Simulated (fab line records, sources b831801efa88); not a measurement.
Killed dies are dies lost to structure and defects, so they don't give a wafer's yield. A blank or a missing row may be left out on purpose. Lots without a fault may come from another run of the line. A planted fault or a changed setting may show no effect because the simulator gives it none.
Split-lot experiment | flow gf180mcu | 5 lots, 23 wafers read, on a route of 602 steps

THE SPLIT
At GF_PSD_COAT_02 (resist thk 1000 nm), the setting resist_thk_nm was moved away from the recipe's 1000 nm on 6 of the 23 wafers read, by -5.4% to +3.8%. The other wafers ran this setting at the recipe's value.

The reading is taken at the split's own step.

THE READING
NOVOLAK_of_PSD_COAT_02.thk_nm (the simulator's own value, which no gauge read), in nm, at GF_PSD_COAT_02 (resist thk 1000 nm). The file gives no usual value for it. The 17 wafers here that ran the recipe average 999.9 nm, standard deviation 2.2 nm.

wafer  | tool, chamber at the split | resist_thk_nm as run, nm | against the recipe | NOVOLAK_of_PSD_COAT_02.thk_nm, nm | against lot-mates on the recipe
L075.1 | litho_track-03, 0          | 1000                     | recipe             | 1000                              | -
L075.2 | litho_track-03, 0          | 1000                     | recipe             | 1001                              | -
L075.4 | litho_track-03, 0          | 1000                     | recipe             | 1001                              | -
L075.3 | litho_track-03, 0          | 1000                     | recipe             | 999.5                             | -
L075.6 | litho_track-03, 0          | 1000                     | recipe             | 999.9                             | -
L079.1 | litho_track-03, 0          | 946.1                    | -5.4%              | 946.7                             | -54.6
L079.2 | litho_track-03, 0          | 946.1                    | -5.4%              | 943.1                             | -58.2
L079.3 | litho_track-03, 0          | 1000                     | recipe             | 999.9                             | -
L079.4 | litho_track-03, 0          | 1000                     | recipe             | 1003                              | -
L079.5 | litho_track-03, 0          | 1000                     | recipe             | 1001                              | -
L078.2 | litho_track-01, 0          | 1038                     | +3.8%              | 1035                              | +34.6
L078.3 | litho_track-01, 0          | 1000                     | recipe             | 1001                              | -
L078.4 | litho_track-01, 0          | 1038                     | +3.8%              | 1038                              | +37.6
L078.5 | litho_track-01, 0          | 1000                     | recipe             | 1002                              | -
L078.6 | litho_track-01, 0          | 1000                     | recipe             | 998.1                             | -
L082.1 | litho_track-03, 0          | 1000                     | recipe             | 1001                              | -
L082.2 | litho_track-03, 0          | 1036                     | +3.6%              | 1037                              | +35.7
L082.3 | litho_track-03, 0          | 1036                     | +3.6%              | 1039                              | +37.7
L082.4 | litho_track-03, 0          | 1000                     | recipe             | 1003                              | -
L082.6 | litho_track-03, 0          | 1000                     | recipe             | 1000                              | -
L085.2 | litho_track-04, 0          | 1000                     | recipe             | 995.3                             | -
L085.3 | litho_track-04, 0          | 1000                     | recipe             | 996                               | -
L085.4 | litho_track-04, 0          | 1000                     | recipe             | 996.1                             | -

THE FIT
A straight line over all 23 wafers: NOVOLAK_of_PSD_COAT_02.thk_nm changes by +10.1 nm for each +1% of resist_thk_nm; r = +1.00; the points scatter about the line by 2.3 nm.
The same after taking each lot's own level away (the mean of its wafers on the recipe; 23 wafers): +10.2 nm for each +1%; r = +1.00; scatter 1.5 nm.
On that fit, the largest move of resist_thk_nm shifts the reading by 55 nm.
The lots' own levels span 995.80 to 1001.33 nm, that is 2.5 times the standard deviation above.
So the lot-to-lot level changes the slope little: the two slopes agree.
Check: with one of the wafers moved furthest among these (-5.4%) left out of the fit, the line predicts -55.4 nm for it against its lot-mates. It came out at -54.6 nm against them.

OTHER SPLITS ON THESE WAFERS
These wafers also went through other splits before the reading. Each is held against what the fit with the lots' levels taken away leaves over:
other split on the same wafers      | wafers away from the commonest value | r with NOVOLAK_of_PSD_COAT_02.thk_nm (lot level and that fit taken away)
GF_HV_LDD_DEVELOP_18 develop_time_s | 6                                    | +0.33
GF_HV_LDD_COAT_41 resist_thk_nm     | 11                                   | +0.01
GF_HV_LDD_DEVELOP_45 develop_time_s | 10                                   | +0.08
GF_HV_LDD_CVD_56 temp_c             | 10                                   | +0.22

THE WHOLE CHAIN: every reading that the file lists as answering this split, in the file's order
step            | what it does       | reading                                                                        | change (the file's fit)              | r (the file's)
GF_PSD_COAT_02  | resist thk 1000 nm | NOVOLAK_of_PSD_COAT_02.thk_nm (the simulator's own value, which no gauge read) | +10.2 nm for each +1% of the setting | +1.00
GF_PSD_STRIP_10 | strips in O2/N2    | strip_time_to_endpoint_s                                                       | withheld for each +1% of the setting | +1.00

THE FILE'S OWN FIT
NOVOLAK_of_PSD_COAT_02.thk_nm changes by +10.2 nm for each +1% of resist_thk_nm, r = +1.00.
